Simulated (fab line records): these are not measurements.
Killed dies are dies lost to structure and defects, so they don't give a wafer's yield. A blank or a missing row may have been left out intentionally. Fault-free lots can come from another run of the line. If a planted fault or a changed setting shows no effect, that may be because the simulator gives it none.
Matching of chambers || flow gf180mcu || GF_CONTACT_CMP_27 on cmp-02 has 4 sister chambers
The step polishes, stops on SiO2, t overpolish 15 s, target thk 0 nm. 18 wafers are shown with their chamber, then 9 later ones without.

WAFERS PAIRED WITH THEIR CHAMBERS
{"wafer": "L171.1", "chamber": 1, "motor_current_A (A)": 11.0, "head_pressure_psi (psi)": 3.502, "time_to_endpoint_s (s)": 73}
{"wafer": "L171.3", "chamber": 2, "motor_current_A (A)": 10.0, "head_pressure_psi (psi)": 3.497, "time_to_endpoint_s (s)": 73}
{"wafer": "L171.6", "chamber": 3, "motor_current_A (A)": 12.2, "head_pressure_psi (psi)": 3.504, "time_to_endpoint_s (s)": 78}
{"wafer": "L172.1", "chamber": 1, "motor_current_A (A)": 10.5, "head_pressure_psi (psi)": 3.506, "time_to_endpoint_s (s)": 73}
{"wafer": "L172.2", "chamber": 3, "motor_current_A (A)": 12.5, "head_pressure_psi (psi)": 3.499, "time_to_endpoint_s (s)": 79}
{"wafer": "L172.5", "chamber": 1, "motor_current_A (A)": 10.3, "head_pressure_psi (psi)": 3.509, "time_to_endpoint_s (s)": 72}
{"wafer": "L177.5", "chamber": 2, "motor_current_A (A)": 10.0, "head_pressure_psi (psi)": 3.484, "time_to_endpoint_s (s)": 67}
{"wafer": "L178.2", "chamber": 0, "motor_current_A (A)": 12.2, "head_pressure_psi (psi)": 3.506, "time_to_endpoint_s (s)": 77}
{"wafer": "L178.3", "chamber": 3, "motor_current_A (A)": 12.5, "head_pressure_psi (psi)": 3.505, "time_to_endpoint_s (s)": 73}
{"wafer": "L186.1", "chamber": 2, "motor_current_A (A)": 10.3, "head_pressure_psi (psi)": 3.492, "time_to_endpoint_s (s)": 74}
{"wafer": "L186.2", "chamber": 0, "motor_current_A (A)": 11.3, "head_pressure_psi (psi)": 3.507, "time_to_endpoint_s (s)": 76}
{"wafer": "L186.5", "chamber": 3, "motor_current_A (A)": 12.3, "head_pressure_psi (psi)": 3.500, "time_to_endpoint_s (s)": 71}
{"wafer": "L187.1", "chamber": 3, "motor_current_A (A)": 12.7, "head_pressure_psi (psi)": 3.495, "time_to_endpoint_s (s)": 76}
{"wafer": "L187.2", "chamber": 1, "motor_current_A (A)": 10.5, "head_pressure_psi (psi)": 3.507, "time_to_endpoint_s (s)": 72}
{"wafer": "L187.5", "chamber": 0, "motor_current_A (A)": 11.2, "head_pressure_psi (psi)": 3.504, "time_to_endpoint_s (s)": 79}
{"wafer": "L188.1", "chamber": 3, "motor_current_A (A)": 12.3, "head_pressure_psi (psi)": 3.507, "time_to_endpoint_s (s)": 74}
{"wafer": "L188.2", "chamber": 2, "motor_current_A (A)": 9.7, "head_pressure_psi (psi)": 3.497, "time_to_endpoint_s (s)": 72}
{"wafer": "L188.4", "chamber": 0, "motor_current_A (A)": 11.7, "head_pressure_psi (psi)": 3.502, "time_to_endpoint_s (s)": 81}

SIGNATURES, as means of the wafers listed above
{"reading": "motor_current_A", "chamber 0": 11.600, "chamber 1": 10.575, "chamber 2": 10.000, "chamber 3": 12.417, "scatter within a chamber": 0.297}
{"reading": "head_pressure_psi", "chamber 0": 3.50475, "chamber 1": 3.50600, "chamber 2": 3.49250, "chamber 3": 3.50167, "scatter within a chamber": 0.00425}
{"reading": "time_to_endpoint_s", "chamber 0": 78.25, "chamber 1": 72.50, "chamber 2": 71.50, "chamber 3": 75.17, "scatter within a chamber": 2.56}
Rule: for each reading, subtract the chamber's mean from the wafer's reading, divide by that reading's scatter and square the result; add these up over the readings and take the root, which gives the wafer's distance from the chamber. If the next closest chamber is less than 2 further off than the closest, the wafer can't be placed; otherwise it belongs to the closest. How the scatter is found: for the shown wafers, subtract from each reading the mean of its chamber, square and add these, divide the total by (wafers less chambers), then take the root.

WAFERS WITH NO CHAMBER GIVEN
{"wafer": "L189.1", "motor_current_A (A)": 12.8, "head_pressure_psi (psi)": 3.499, "time_to_endpoint_s (s)": 72}
{"wafer": "L189.2", "motor_current_A (A)": 9.7, "head_pressure_psi (psi)": 3.516, "time_to_endpoint_s (s)": 70}
{"wafer": "L189.5", "motor_current_A (A)": 11.4, "head_pressure_psi (psi)": 3.505, "time_to_endpoint_s (s)": 76}
{"wafer": "L190.1", "motor_current_A (A)": 11.1, "head_pressure_psi (psi)": 3.506, "time_to_endpoint_s (s)": 80}
{"wafer": "L190.3", "motor_current_A (A)": 12.5, "head_pressure_psi (psi)": 3.500, "time_to_endpoint_s (s)": 78}
{"wafer": "L190.4", "motor_current_A (A)": 10.5, "head_pressure_psi (psi)": 3.503, "time_to_endpoint_s (s)": 74}
{"wafer": "L191.3", "motor_current_A (A)": 12.4, "head_pressure_psi (psi)": 3.494, "time_to_endpoint_s (s)": 72}
{"wafer": "L191.4", "motor_current_A (A)": 11.7, "head_pressure_psi (psi)": 3.499, "time_to_endpoint_s (s)": 75}
{"wafer": "L191.5", "motor_current_A (A)": 11.0, "head_pressure_psi (psi)": 3.510, "time_to_endpoint_s (s)": 80}

WHICH CHAMBER EACH ONE RAN IN
{"wafer": "L189.1", "from the rows above": 3, "in truth": 3}
{"wafer": "L189.2", "from the rows above": "can't be placed: 1 or 2", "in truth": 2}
{"wafer": "L189.5", "from the rows above": "can't be placed: 0 or 1", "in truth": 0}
{"wafer": "L190.1", "from the rows above": "can't be placed: 0 or 1", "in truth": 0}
{"wafer": "L190.3", "from the rows above": 3, "in truth": 3}
{"wafer": "L190.4", "from the rows above": 1, "in truth": 1}
{"wafer": "L191.3", "from the rows above": 3, "in truth": 3}
{"wafer": "L191.4", "from the rows above": "can't be placed: 0 or 3", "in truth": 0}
{"wafer": "L191.5", "from the rows above": "can't be placed: 0 or 1", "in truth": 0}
4 of 9 placed correctly. Can't be placed from these rows: 5 (the true chamber is among the candidates in 5). Number placed wrongly: 0.
